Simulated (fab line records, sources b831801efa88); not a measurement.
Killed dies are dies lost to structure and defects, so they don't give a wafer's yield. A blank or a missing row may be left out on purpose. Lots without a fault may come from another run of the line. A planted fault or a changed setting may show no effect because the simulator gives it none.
Chamber matching | flow sfq_line | SFQ_TRILAYER_I4_DEP_PECVD_099 on pecvd-01: 3 sister chambers
The step deposits SiO2 from SiH4/N2O, time 111.11 s, target thk 500 nm. 6 wafers are shown with their chamber, then 8 later ones without.

WAFERS WITH THEIR CHAMBER
wafer  | chamber | throttle_valve_pct (%) | heater_power_w (W)
L278.4 | 0       | 25.2                   | 70
L278.6 | 2       | 25.7                   | 107
L280.3 | 0       | 24.9                   | 79
L280.5 | 1       | 26.1                   | 80
L280.6 | 2       | 25.7                   | 115
L282.3 | 1       | 26.1                   | 78

WAFERS WITHOUT THEIR CHAMBER
wafer  | throttle_valve_pct (%) | heater_power_w (W)
L282.4 | 26.1                   | 79
L282.5 | 24.8                   | 87
L293.2 | 25.9                   | 112
L293.4 | 25.0                   | 85
L293.6 | 26.6                   | 81
L295.1 | 25.1                   | 83
L295.2 | 26.5                   | 72
L295.6 | 26.3                   | 77

WHICH CHAMBER EACH WENT THROUGH
wafer  | from the rows above | in truth
L282.4 | 1                   | 1
L282.5 | 0                   | 0
L293.2 | 2                   | 2
L293.4 | 0                   | 0
L293.6 | 1                   | 1
L295.1 | 0                   | 0
L295.2 | 1                   | 1
L295.6 | 1                   | 1
Placed correctly: 8 of 8. Can't be placed from these rows: 0. Placed wrongly: 0.
How it was worked out, from the rows above alone: a wafer's distance from a chamber is the root of the sum, over the readings, of the square of ((its reading less the chamber's mean) divided by the reading's scatter). The wafer belongs to the nearest chamber; if the next one is less than 2 further off, it can't be placed. A chamber's mean is the mean of its shown wafers. The scatter: the root of (the sum of the squares of (reading less its chamber's mean) over the shown wafers, divided by (wafers less chambers)).
